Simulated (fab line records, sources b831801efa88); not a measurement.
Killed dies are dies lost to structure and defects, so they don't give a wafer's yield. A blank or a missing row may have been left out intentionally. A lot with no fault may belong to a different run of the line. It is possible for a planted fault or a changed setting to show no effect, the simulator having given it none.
Chamber matching | flow sky130 | SKY_CONTACT_CMP_27 on cmp-01 has 4 sister chambers
The step polishes, stops on SiO2, t overpolish 15 s, target thk 0 nm. 14 wafers are shown with their chamber, then 7 later ones without.

WAFERS WITH THEIR CHAMBER
wafer  | chamber | time-to-endpoint-s (s) | motor-current-A (A)
L512.2 | 3       | 77                     | 12.1
L512.3 | 1       | 87                     | 11.0
L512.5 | 3       | 77                     | 12.8
L513.1 | 1       | 86                     | 12.0
L513.4 | 0       | 83                     | 11.3
L513.5 | 3       | 79                     | 12.4
L516.2 | 3       | 79                     | 12.0
L516.3 | 2       | 83                     | 11.8
L516.6 | 0       | 85                     | 10.6
L521.1 | 1       | 83                     | 12.1
L521.2 | 3       | 77                     | 12.1
L521.3 | 2       | 77                     | 12.8
L532.3 | 0       | 82                     | 11.8
L532.4 | 3       | 79                     | 12.2

SIGNATURES (means of the wafers above)
reading            | chamber 0 | chamber 1 | chamber 2 | chamber 3 | scatter within a chamber
time-to-endpoint-s | 83.33     | 85.33     | 80.00     | 78.00     | 1.93
motor-current-A    | 11.233    | 11.700    | 12.300    | 12.267    | 0.49
Rule: a wafer's distance from a chamber is the root of the sum, over the readings, of the square of ((its reading less the chamber's mean) divided by the reading's scatter). The wafer belongs to the nearest chamber; if the next one is less than 2 further off, it can't be placed. The scatter: the root of (the sum of the squares of (reading less its chamber's mean) over the shown wafers, divided by (wafers less chambers)).

WAFERS WITH NO CHAMBER GIVEN
wafer  | time-to-endpoint-s (s) | motor-current-A (A)
L532.5 | 78                     | 11.9
L531.3 | 85                     | 11.8
L531.4 | 84                     | 11.7
L531.5 | 84                     | 11.0
L533.2 | 88                     | 11.0
L533.3 | 81                     | 12.2
L533.4 | 80                     | 12.3

WHICH CHAMBER EACH WENT THROUGH
wafer  | from the rows above               | in truth
L532.5 | can't be placed: 3 or 2           | 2
L531.3 | can't be placed: 1 or 0           | 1
L531.4 | can't be placed: 1 or 0 or 2      | 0
L531.5 | can't be placed: 0 or 1           | 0
L533.2 | can't be placed: 1 or 0           | 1
L533.3 | can't be placed: 2 or 3 or 0 or 1 | 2
L533.4 | can't be placed: 2 or 3           | 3
Correctly placed: 0 of 7. Cannot be placed on the basis of these rows: 7; the candidates contain the true chamber in 7. Number placed wrongly: 0.
